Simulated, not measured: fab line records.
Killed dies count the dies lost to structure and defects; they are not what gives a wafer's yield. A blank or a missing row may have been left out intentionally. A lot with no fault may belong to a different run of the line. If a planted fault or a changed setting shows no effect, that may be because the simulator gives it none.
2 desks looking at one fault + flow gf180mcu + each desk has only its own numbers; what lay behind them comes last

## FOR THE TOOL OWNER'S DESK: cvd w-02
The tool's own readings at GF_V3_CVD_23 (deposits W, target thk 350 nm, time 104.9 s): means of the sampled wafers that have a number, for each lot that ran on this tool. A lot is out of limits, marked OUT, if its mean lies more than 4 standard deviations from the usual mean; the brackets give that distance.
Columns: A = heater power w at GF_V3_CVD_23, usual 866 W; B = susceptor temp C at GF_V3_CVD_23, usual 400.03 C
| lot  | first seen here | A   | B                |
|------|-----------------|-----|------------------|
| L548 | day 22 06:44    | 898 | 400.13           |
| L549 | day 22 19:47    | 896 | 400.16           |
| L553 | day 24 13:53    | 871 | 399.97           |
| L558 | day 26 00:22    | 930 | 407.98 (+35) OUT |
| L559 | day 26 13:10    | 949 | 408.57 (+37) OUT |
| L561 | day 26 23:16    | 919 | 408.26 (+36) OUT |
This desk's verdict: out of limits on L558, L559, L561, starting with L558 at day 26 00:22 (susceptor temp C at GF_V3_CVD_23). In limits: L548, L549, L553.

## METROLOGY DESK
Lot by lot, what the gauges showed, no matter which tool ran the lot: averages of those sampled wafers that carry a number. A lot is out of limits, marked OUT, if its mean lies more than 4 standard deviations from the usual mean; the brackets give that distance.
Columns: A = V3_CVD_00_THK at GF_V3_THK_MEAS_01, usual 602 nm; B = V3_W_RS at GF_V3_RS_MEAS_24, usual 0.3267 ohm/sq; C = V3_W_THK at GF_V3_THK_MEAS_25, usual 353 nm
| lot  | first seen here | A   | B                | C             |
|------|-----------------|-----|------------------|---------------|
| L548 | day 21 05:39    | 602 | 0.3272           | 349           |
| L549 | day 21 18:37    | 602 | 0.3229           | 355           |
| L552 | day 23 08:27    | 603 | 0.3292           | 345           |
| L553 | day 23 14:01    | 590 | 0.3278           | 350           |
| L558 | day 25 01:58    | 597 | 0.2835 (-15) OUT | 404 (+13) OUT |
| L559 | day 25 14:17    | 610 | 0.2846 (-15) OUT | 408 (+14) OUT |
| L561 | day 26 01:10    | 598 | 0.2804 (-16) OUT | 408 (+14) OUT |
| L566 | day 27 15:01    | 595 | 0.3279           | 352           |
| L568 | day 28 02:00    | 604 | 0.3251           | 357           |
| L570 | day 28 14:02    | 605 | 0.3318           | 347           |
| L571 | day 28 19:09    | 600 | 0.3282           | 354           |
This desk's result: L558, L559, L561 out of limits, first on L558 (V3_W_RS at GF_V3_RS_MEAS_24), day 26 00:29. In limits: L548, L549, L552, L553, L566, L568, L570, L571.

## PUT TOGETHER
At day 26 00:22, on L558, L559, L561, the tool owner's desk was in a position to raise an alarm.
On L558, L559, L561, the metrology desk was in a position to raise an alarm at day 26 00:29.
The lots listed all ran GF_V3_CVD_23 on cvd w-02.

## WHAT WAS PUT IN BY THE SIMULATOR
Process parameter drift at GF_V3_CVD_23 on cvd w-02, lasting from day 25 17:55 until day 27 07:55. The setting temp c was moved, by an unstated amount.
Lots struck among those shown: L558, L559, L561.
Time in hours from fault onset to the first out-of-limits reading at each desk: tool owner's desk 6, metrology desk 7.
